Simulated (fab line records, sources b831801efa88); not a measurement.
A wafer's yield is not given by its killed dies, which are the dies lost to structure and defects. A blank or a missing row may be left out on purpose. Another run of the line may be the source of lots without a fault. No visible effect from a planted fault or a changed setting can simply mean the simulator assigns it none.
Matching of chambers + flow sfq line + 4 sister chambers for SFQ_TRILAYER_A5B_CMP_CMP_130 on cmp-01
The step polishes, stops on Nb, target thk 340.7 nm. 8 wafers are shown with their chamber, then 7 later ones without.

WAFERS PAIRED WITH THEIR CHAMBERS
| wafer  | chamber | motor current A (A) |
|--------|---------|---------------------|
| L900.6 | 3       | 8.7                 |
| L906.4 | 0       | 10.0                |
| L906.3 | 2       | 8.7                 |
| L907.2 | 1       | 9.2                 |
| L907.3 | 3       | 8.5                 |
| L907.6 | 2       | 8.8                 |
| L910.1 | 1       | 9.7                 |
| L910.3 | 0       | 9.5                 |

WAFERS MISSING THEIR CHAMBER
| wafer  | motor current A (A) |
|--------|---------------------|
| L910.5 | 8.9                 |
| L913.1 | 9.8                 |
| L913.3 | 9.4                 |
| L913.6 | 8.5                 |
| L918.3 | 9.0                 |
| L918.4 | 9.8                 |
| L918.5 | 9.1                 |

EACH ONE'S CHAMBER
| wafer  | from the rows above               | in truth |
|--------|-----------------------------------|----------|
| L910.5 | can't be placed: 2 or 3 or 1      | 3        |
| L913.1 | can't be placed: 0 or 1           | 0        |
| L913.3 | can't be placed: 1 or 0           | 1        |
| L913.6 | can't be placed: 3 or 2           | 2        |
| L918.3 | can't be placed: 2 or 3 or 1 or 0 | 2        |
| L918.4 | can't be placed: 0 or 1           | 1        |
| L918.5 | can't be placed: 1 or 2 or 3 or 0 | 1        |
0 of 7 placed correctly. Can't be placed from these rows: 7 (the true chamber is among the candidates in 7). Number placed wrongly: 0.
How it was worked out, from the rows above alone: a wafer's distance from a chamber is the root of the sum, over the readings, of the square of ((its reading less the chamber's mean) divided by the reading's scatter). If the next closest chamber is less than 2 further off than the closest, the wafer can't be placed; otherwise it belongs to the closest. The mean given for a chamber averages the wafers shown for that chamber. The scatter is the square root of a quotient: the sum, over the shown wafers, of each reading's squared deviation from its chamber's mean, divided by wafers minus chambers.
